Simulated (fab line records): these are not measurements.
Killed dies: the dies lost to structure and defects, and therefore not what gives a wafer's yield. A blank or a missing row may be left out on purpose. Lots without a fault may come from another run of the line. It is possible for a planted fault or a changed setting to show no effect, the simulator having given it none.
Which tool is to blame? | flow sky130 | 12 lots with 36 wafers sampled at 3 steps, on a route of 708 steps

## WHAT THE GAUGES SHOWED, per wafer
SKY_CAPM_RS_MEAS_03: a four-point-probe measurement. Usual: CAPM_TIN_RS 6.94 ohm/sq, standard deviation 0.086.
lot  | measured     | on            | CAPM_TIN_RS (ohm/sq) | flag
L148 | day 37 01:14 | film_metro-01 | 6.71 6.95 6.76       |
L149 | day 36 23:03 | film_metro-01 | 7.04 6.94 6.97       |
L151 | day 37 07:53 | film_metro-02 | 6.97 7.01 6.99       |
L152 | day 37 11:55 | film_metro-01 | 6.91 6.90 6.89       |
L153 | day 37 21:07 | film_metro-02 | 7.08 7.13 7.10       |
L155 | day 38 20:49 | film_metro-01 | 7.03 6.98 7.03       |
L159 | day 40 02:04 | film_metro-04 | 6.94 6.95 7.01       |
L161 | day 40 17:03 | film_metro-02 | 6.93 6.91 6.91       |
L162 | day 40 22:43 | film_metro-04 | 6.86 6.94 7.08       |
L164 | day 41 10:55 | film_metro-01 | 6.90 6.85 6.86       |
L165 | day 41 14:38 | film_metro-04 | 6.94 6.92 6.97       |
L168 | day 42 06:10 | film_metro-02 | 7.03 6.98 7.09       |

## WHAT TOOL EACH LOT RAN ON (gives the tool, then ch and the chambers of the sampled wafers, and finally the start)
lot  | SKY_FIELD_ISO_STRIP_16              | SKY_VIA2_STRIP_16
L148 | plasma_asher-04 ch 0,1, day 2 12:25 | plasma_asher-01 ch 0,1, day 36 23:37
L149 | plasma_asher-03 ch 0, day 2 12:44   | plasma_asher-04 ch 1, day 36 21:26
L151 | plasma_asher-03 ch 0, day 2 20:14   | plasma_asher-03 ch 0,1, day 37 06:16
L152 | plasma_asher-01 ch 0,1, day 2 23:36 | plasma_asher-04 ch 0,1, day 37 10:14
L153 | plasma_asher-01 ch 0,1, day 3 06:31 | plasma_asher-03 ch 0,1, day 37 19:30
L155 | plasma_asher-03 ch 0,1, day 3 16:45 | plasma_asher-01 ch 0,1, day 38 18:49
L159 | plasma_asher-03 ch 0,1, day 4 17:17 | plasma_asher-04 ch 0,1, day 40 00:27
L161 | plasma_asher-01 ch 0,1, day 5 04:47 | plasma_asher-01 ch 0,1, day 40 15:23
L162 | plasma_asher-01 ch 0,1, day 5 08:55 | plasma_asher-01 ch 0,1, day 40 21:07
L164 | plasma_asher-03 ch 0,1, day 5 18:43 | plasma_asher-04 ch 0,1, day 41 09:18
L165 | plasma_asher-03 ch 0,1, day 6 00:21 | plasma_asher-01 ch 0,1, day 41 12:53
L168 | plasma_asher-03 ch 0,1, day 6 12:58 | plasma_asher-03 ch 0,1, day 42 04:31
- SKY_FIELD_ISO_STRIP_16: strips in O2/N2.
- SKY_VIA2_STRIP_16: strips in O2/N2.

## WHAT THE TOOLS THEMSELVES READ (means of the sampled wafers that have a number; where no wafer has one, the mark that the record gives instead)
SKY_FIELD_ISO_STRIP_16. Usual: drypump_motor_current_A 5.3 A, standard deviation 0.38; n2_flow_sccm 300.0 sccm, standard deviation 0.94; oes_product_au 0.377 a.u., standard deviation 0.0055; strip_time_to_endpoint_s 3.53 s, standard deviation 0.031.
lot  | tool            | drypump_motor_current_A (A) | n2_flow_sccm (sccm) | oes_product_au (a.u.) | strip_time_to_endpoint_s (s) | flag
L148 | plasma_asher-04 | 5.4                         | 299.5               | 0.377                 | 3.56                         |
L149 | plasma_asher-03 | 5.2                         | 298.7               | 0.380                 | 3.56                         |
L151 | plasma_asher-03 | 5.2                         | 299.1               | 0.378                 | 3.53                         |
L152 | plasma_asher-01 | 5.5                         | 299.2               | 0.379                 | 3.54                         |
L153 | plasma_asher-01 | 5.1                         | 299.9               | 0.381                 | 3.52                         |
L155 | plasma_asher-03 | 5.3                         | 299.2               | 0.377                 | 3.56                         |
L159 | plasma_asher-03 | 5.2                         | 299.8               | 0.381                 | 3.54                         |
L161 | plasma_asher-01 | 5.1                         | 301.0               | 0.380                 | 3.50                         |
L162 | plasma_asher-01 | 5.5                         | 300.3               | 0.377                 | 3.51                         |
L164 | plasma_asher-03 | 5.2                         | 299.4               | 0.379                 | 3.55                         |
L165 | plasma_asher-03 | 5.2                         | 300.4               | 0.377                 | 3.53                         |
L168 | plasma_asher-03 | 5.3                         | 300.6               | 0.380                 | 3.55                         |

SKY_VIA2_STRIP_16. Usual: drypump_motor_current_A 5.3 A, standard deviation 0.36; n2_flow_sccm 299.8 sccm, standard deviation 0.87; oes_product_au 0.399 a.u., standard deviation 0.0047; strip_time_to_endpoint_s 4.058 s, standard deviation 0.024.
lot  | tool            | drypump_motor_current_A (A) | n2_flow_sccm (sccm) | oes_product_au (a.u.) | strip_time_to_endpoint_s (s) | flag
L148 | plasma_asher-01 | 5.1                         | 299.5               | 0.397                 | 4.037                        |
L149 | plasma_asher-04 | 5.3                         | 300.3               | 0.405                 | 4.093                        |
L151 | plasma_asher-03 | 5.2                         | 299.1               | 0.404                 | 4.075                        |
L152 | plasma_asher-04 | 5.4                         | 300.3               | 0.396                 | 4.028                        |
L153 | plasma_asher-03 | 5.3                         | 300.3               | 0.401                 | 4.053                        |
L155 | plasma_asher-01 | 5.5                         | 299.6               | 0.397                 | 4.048                        |
L159 | plasma_asher-04 | 5.4                         | 300.2               | 0.399                 | 4.074                        |
L161 | plasma_asher-01 | 5.1                         | 299.1               | 0.396                 | 4.042                        |
L162 | plasma_asher-01 | 5.4                         | 299.0               | 0.404                 | 4.074                        |
L164 | plasma_asher-04 | 5.4                         | 299.9               | 0.399                 | 4.072                        |
L165 | plasma_asher-01 | 5.1                         | 300.4               | 0.397                 | 4.083                        |
L168 | plasma_asher-03 | 5.2                         | 299.4               | 0.399                 | 4.045                        |

## THE ANSWER, worked out from the rows above alone
Rule: a lot counts as off when the mean over its wafers that have a number is more than 3 standard deviations away from the usual mean. A lot without any number at a reading at which 4 lots or more have one is off too. The other lots that the step has rows for count as sound. The gauges are gone through in route order, then the tools' own readings, and for those a lot's mean is taken as printed above. At the first step where some lot is off, the reading lying furthest off is the one used; lots without a number count as furthest.
Nothing can be told from this: no lot is off at any reading shown.

## WHAT THE SIMULATOR HAD INSERTED
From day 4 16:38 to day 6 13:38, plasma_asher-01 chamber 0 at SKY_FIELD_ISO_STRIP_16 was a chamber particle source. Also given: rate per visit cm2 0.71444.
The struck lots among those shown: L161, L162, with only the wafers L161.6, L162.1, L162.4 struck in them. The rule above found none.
